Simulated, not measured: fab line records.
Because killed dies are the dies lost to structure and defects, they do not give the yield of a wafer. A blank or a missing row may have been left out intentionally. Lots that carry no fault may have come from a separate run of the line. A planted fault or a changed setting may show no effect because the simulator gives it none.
Shared-tool check | flow gf180mcu | Sample size 12 lots and 36 wafers

## REASON IT WAS OPENED
Of 12 lots, 2 have the reading MVSD_TW flagged at GF_MVSD_TW_MEAS_11. No-fault wafers: 1573, standard deviation 10.
Rule: a lot is flagged in two cases, either no wafer of it has a number, or all its wafers with numbers fall more than 4 standard deviations from that mean. The other lots count as sound.

lot  | measured     | on            | MVSD_TW, wafer by wafer | flag
L397 | day 4 18:16  | film-metro-03 | 1558 1565 1558          |
L399 | day 5 05:07  | film-metro-02 | 1574 1571 1590          |
L400 | day 5 10:39  | film-metro-02 | 1580 1574 1568          |
L401 | day 5 15:45  | film-metro-04 | 1587 1583 1579          |
L402 | day 5 22:19  | film-metro-02 | 1570 1570 1584          |
L403 | day 6 05:11  | film-metro-04 | 1578 1582 1575          |
L404 | day 6 10:56  | film-metro-03 | 1573 1573 1575          |
L411 | day 8 02:18  | film-metro-03 | 1695 1705 1708          | FLAGGED
L414 | day 8 17:33  | film-metro-04 | 1723 1732 1730          | FLAGGED
L417 | day 9 14:38  | film-metro-04 | 1566 1570 1567          |
L418 | day 9 18:01  | film-metro-03 | 1580 1584 1589          |
L419 | day 10 00:04 | film-metro-02 | 1577 1588 1582          |
The numbers of the flagged lots are 1716 on average: +142 against the usual, or +14 standard deviations.

## WHICH TOOL EACH LOT WENT THROUGH
The record keeps 1 process step preceding the reading, out of 602 steps on the route. Each cell gives the tool, then ch followed by the chambers the sampled wafers passed through, then the start.
lot  | flag    | GF_MVSD_IMPLANT_08
L397 |         | implanter-02 ch 0, day 4 17:53
L399 |         | implanter-02 ch 0, day 5 04:44
L400 |         | implanter-02 ch 0, day 5 10:15
L401 |         | implanter-01 ch 0, day 5 15:21
L402 |         | implanter-02 ch 0, day 5 21:56
L403 |         | implanter-01 ch 0, day 6 04:47
L404 |         | implanter-02 ch 0, day 6 10:32
L411 | FLAGGED | implanter-04 ch 0, day 8 01:55
L414 | FLAGGED | implanter-04 ch 0, day 8 17:10
L417 |         | implanter-02 ch 0, day 9 14:14
L418 |         | implanter-02 ch 0, day 9 17:38
L419 |         | implanter-02 ch 0, day 9 23:41
These steps, and what they do:
- GF_MVSD_IMPLANT_08
- GF_MVSD_TW_MEAS_11

## FLAGGED AGAINST TOTAL, ONE TOOL AT A TIME (gauges that did the reading follow at the end)
step               | tool          | lots run | flagged | share of the flagged lots | sound lots run after its first flagged lot
GF_MVSD_IMPLANT_08 | implanter-01  | 2        | 0       | none                      | -
GF_MVSD_IMPLANT_08 | implanter-02  | 8        | 0       | none                      | -
GF_MVSD_IMPLANT_08 | implanter-04  | 2        | 2       | all                       | 0
GF_MVSD_TW_MEAS_11 | film-metro-02 | 4        | 0       | none                      | -
GF_MVSD_TW_MEAS_11 | film-metro-03 | 4        | 1       | some                      | 1 (L418)
GF_MVSD_TW_MEAS_11 | film-metro-04 | 4        | 1       | some                      | 1 (L417)

## WHAT THE TABLE PERMITS
1 row of the table ran every flagged lot: implanter-04 at GF_MVSD_IMPLANT_08.
- implanter-04 at GF_MVSD_IMPLANT_08: 2 of its 2 lots flagged. No sound lot ran on it before its first flagged lot in this sample; the start therefore can't be narrowed down. Its own readings lie more than 4 standard deviations out on every wafer of the flagged lots: dose-ions-cm2, faraday-current-uA.
Just one tool remains: implanter-04 at GF_MVSD_IMPLANT_08.

## WHAT THE SIMULATOR HAD INSERTED
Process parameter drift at GF_MVSD_IMPLANT_08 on implanter-04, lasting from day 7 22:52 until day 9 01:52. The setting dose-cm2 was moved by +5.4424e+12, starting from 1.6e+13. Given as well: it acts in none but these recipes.
Struck lots among those shown: L411, L414. The rule above reached the same finding.
